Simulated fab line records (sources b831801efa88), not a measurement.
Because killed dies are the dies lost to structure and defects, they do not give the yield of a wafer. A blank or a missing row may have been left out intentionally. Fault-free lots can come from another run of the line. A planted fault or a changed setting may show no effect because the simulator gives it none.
Chamber matching -- flow gf180mcu -- GF_V3_ETCH_16 on rie_diel-03: 3 sister chambers
The step etches BARC in N2/H2. 6 wafers are shown with their chamber, then 3 later ones without.

## WAFERS PAIRED WITH THEIR CHAMBERS
wafer,chamber,drypump_motor_current_A (A),h2_flow_sccm (sccm)
L074.4,2,6.4,199.9
L082.2,0,5.8,200.2
L086.1,1,5.8,200.9
L086.4,2,6.5,199.3
L086.5,0,5.8,201.2
L088.1,1,5.8,199.9

## WAFERS WHOSE CHAMBER IS MISSING
wafer,drypump_motor_current_A (A),h2_flow_sccm (sccm)
L088.4,5.8,200.9
L089.4,5.8,200.9
L093.6,5.8,200.6

## WHICH CHAMBER EACH ONE RAN IN
wafer,from the rows above,in truth
L088.4,can't be placed: 0 or 1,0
L089.4,can't be placed: 0 or 1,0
L093.6,can't be placed: 0 or 1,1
Correct placement for 0 of the 3. Not placeable from these rows: 3 (in 3, the candidates include the true chamber). 0 placed wrongly.
How it was worked out, from the rows above alone: a wafer's distance from a chamber is the root of the sum, over the readings, of the square of ((its reading less the chamber's mean) divided by the reading's scatter). If the next closest chamber is less than 2 further off than the closest, the wafer can't be placed; otherwise it belongs to the closest. For every chamber, the mean is computed from those of its wafers that are shown. The scatter: the root of (the sum of the squares of (reading less its chamber's mean) over the shown wafers, divided by (wafers less chambers)).
